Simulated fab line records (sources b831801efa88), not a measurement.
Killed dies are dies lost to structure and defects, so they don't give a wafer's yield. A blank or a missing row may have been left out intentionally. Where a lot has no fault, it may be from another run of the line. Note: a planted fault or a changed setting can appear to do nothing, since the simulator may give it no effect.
Which tool was responsible? -- flow sky130 -- 7 lots with 21 wafers sampled at 2 steps, on a route of 708 steps

## WHAT THE GAUGES SHOWED, per wafer
SKY_VT_ADJUST_LVTN_OVL_MEAS_07.
lot,measured,on,VT_ADJUST_LVTN_OVL (nm)
L437,day 7 19:07,overlay-02,-2.2 -0.8 -0.2
L440,day 8 13:43,overlay-01,1.0 1.5 1.0
L443,day 9 00:34,overlay-01,1.7 1.3 0.4
L446,day 9 23:40,overlay-02,-1.3 -1.0 -1.8
L449,day 10 14:34,overlay-02,183.0 183.4 184.9
L451,day 11 03:55,overlay-02,182.6 183.7 185.1
L455,day 12 08:20,overlay-01,2.0 3.0 2.7

## EACH LOT AND THE TOOL THAT RAN IT (in order: tool; ch and the chambers of the sampled wafers; start)
lot,SKY_VT_ADJUST_LVTN_EXPOSE_04
L437,"iline_stepper-02 ch 0, day 7 09:16"
L440,"iline_stepper-01 ch 0, day 8 03:31"
L443,"iline_stepper-01 ch 0, day 8 14:44"
L446,"iline_stepper-02 ch 0, day 9 14:02"
L449,"iline_stepper-02 ch 0, day 10 03:20"
L451,"iline_stepper-02 ch 0, day 10 16:38"
L455,"iline_stepper-01 ch 0, day 11 20:38"
- SKY_VT_ADJUST_LVTN_EXPOSE_04: exposes mask NWM COMPLEMENT LESS NATIVE, target cd 840 nm.

## THE ANSWER, worked out from the rows above alone
Rule: the lots themselves supply what counts as usual. Put in order of their means at a reading, lots are off if they are a third of the lots or fewer, leave a main group of 4 or more, and stand apart from it by a gap of 3 or more times the standard deviation of the main group's means; of several such gaps the widest counts. The tables above print the reading to a certain number of digits; a main group whose means all agree to those digits is not used. A lot without any number at a reading at which 4 lots or more have one is off too. Any other lot the step has rows for is counted as sound.
Off: L449, L451, at SKY_VT_ADJUST_LVTN_OVL_MEAS_07 (VT_ADJUST_LVTN_OVL). The main group has a mean of 0.5 nm with a standard deviation of 1.5.
A tool fits if, at a process step before that reading, it ran every lot that is off, and no sound lot after the first of them. Gauges at SKY_VT_ADJUST_LVTN_OVL_MEAS_07: tried the same way as those tools. Can't be told from this: 2 tools fit, iline_stepper-02 at SKY_VT_ADJUST_LVTN_EXPOSE_04, overlay-02 at SKY_VT_ADJUST_LVTN_OVL_MEAS_07.

## WHAT THE SIMULATOR HAD INSERTED
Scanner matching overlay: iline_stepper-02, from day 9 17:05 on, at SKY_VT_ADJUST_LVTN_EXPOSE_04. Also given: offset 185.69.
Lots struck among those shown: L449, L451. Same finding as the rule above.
